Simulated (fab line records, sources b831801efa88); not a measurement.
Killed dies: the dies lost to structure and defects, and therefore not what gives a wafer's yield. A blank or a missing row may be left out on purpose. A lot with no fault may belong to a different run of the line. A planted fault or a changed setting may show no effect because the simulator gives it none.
Chamber matching + flow gf180mcu + 4 sister chambers for GF_V3_ETCH_16 on rie diel-01
The step etches BARC in N2/H2. 16 wafers are shown with their chamber, then 8 later ones without.

## EACH WAFER AND ITS CHAMBER
| wafer  | chamber | drypump motor current A (A) | throttle valve pct (%) | oes product au (a.u.) |
|--------|---------|-----------------------------|------------------------|-----------------------|
| L556.1 | 2       | 5.1                         | 13.224                 | 0.848                 |
| L556.3 | 0       | 5.7                         | 13.217                 | 0.850                 |
| L556.6 | 2       | 5.0                         | 13.241                 | 0.859                 |
| L557.4 | 1       | 5.4                         | 13.228                 | 0.850                 |
| L557.5 | 0       | 5.7                         | 13.217                 | 0.854                 |
| L557.6 | 1       | 5.4                         | 13.235                 | 0.854                 |
| L560.1 | 2       | 5.0                         | 13.226                 | 0.851                 |
| L560.4 | 0       | 5.7                         | 13.244                 | 0.860                 |
| L560.6 | 0       | 5.7                         | 13.231                 | 0.857                 |
| L569.1 | 1       | 5.5                         | 13.232                 | 0.854                 |
| L569.3 | 3       | 5.6                         | 13.232                 | 0.857                 |
| L569.6 | 0       | 5.7                         | 13.246                 | 0.856                 |
| L571.4 | 1       | 5.4                         | 13.232                 | 0.853                 |
| L571.5 | 3       | 5.6                         | 13.207                 | 0.844                 |
| L571.6 | 2       | 5.0                         | 13.232                 | 0.859                 |
| L572.3 | 1       | 5.5                         | 13.226                 | 0.847                 |

SIGNATURES (means of the wafers above)
| reading                 | chamber 0 | chamber 1 | chamber 2 | chamber 3 | scatter within a chamber |
|-------------------------|-----------|-----------|-----------|-----------|--------------------------|
| drypump motor current A | 5.700     | 5.440     | 5.025     | 5.600     | 0.0403                   |
| throttle valve pct      | 13.23100  | 13.23060  | 13.23075  | 13.21950  | 0.0105                   |
| oes product au          | 0.85540   | 0.85160   | 0.85425   | 0.85050   | 0.00476                  |
Rule: for a wafer and a chamber, the distance is found by dividing, reading by reading, the gap between the wafer's reading and the chamber's mean by the reading's scatter, squaring, summing and taking the root. The wafer belongs to the nearest chamber; if the next one is less than 2 further off, it can't be placed. The scatter is the square root of a quotient: the sum, over the shown wafers, of each reading's squared deviation from its chamber's mean, divided by wafers minus chambers.

## WAFERS WHOSE CHAMBER IS MISSING
| wafer  | drypump motor current A (A) | throttle valve pct (%) | oes product au (a.u.) |
|--------|-----------------------------|------------------------|-----------------------|
| L572.5 | 5.6                         | 13.230                 | 0.862                 |
| L572.6 | 5.7                         | 13.229                 | 0.851                 |
| L576.2 | 5.7                         | 13.208                 | 0.851                 |
| L576.3 | 5.0                         | 13.219                 | 0.853                 |
| L576.6 | 5.0                         | 13.230                 | 0.848                 |
| L577.1 | 5.5                         | 13.217                 | 0.850                 |
| L577.2 | 5.7                         | 13.232                 | 0.854                 |
| L577.3 | 5.1                         | 13.225                 | 0.858                 |

## WHICH CHAMBER EACH ONE RAN IN
| wafer  | from the rows above          | in truth |
|--------|------------------------------|----------|
| L572.5 | can't be placed: 3 or 0 or 1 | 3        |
| L572.6 | can't be placed: 0 or 3      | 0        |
| L576.2 | can't be placed: 0 or 3      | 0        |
| L576.3 | 2                            | 2        |
| L576.6 | 2                            | 2        |
| L577.1 | can't be placed: 1 or 3      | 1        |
| L577.2 | 0                            | 0        |
| L577.3 | 2                            | 2        |
Correct placement for 4 of the 8. Not placeable from these rows: 4 (in 4, the candidates include the true chamber). Number placed wrongly: 0.
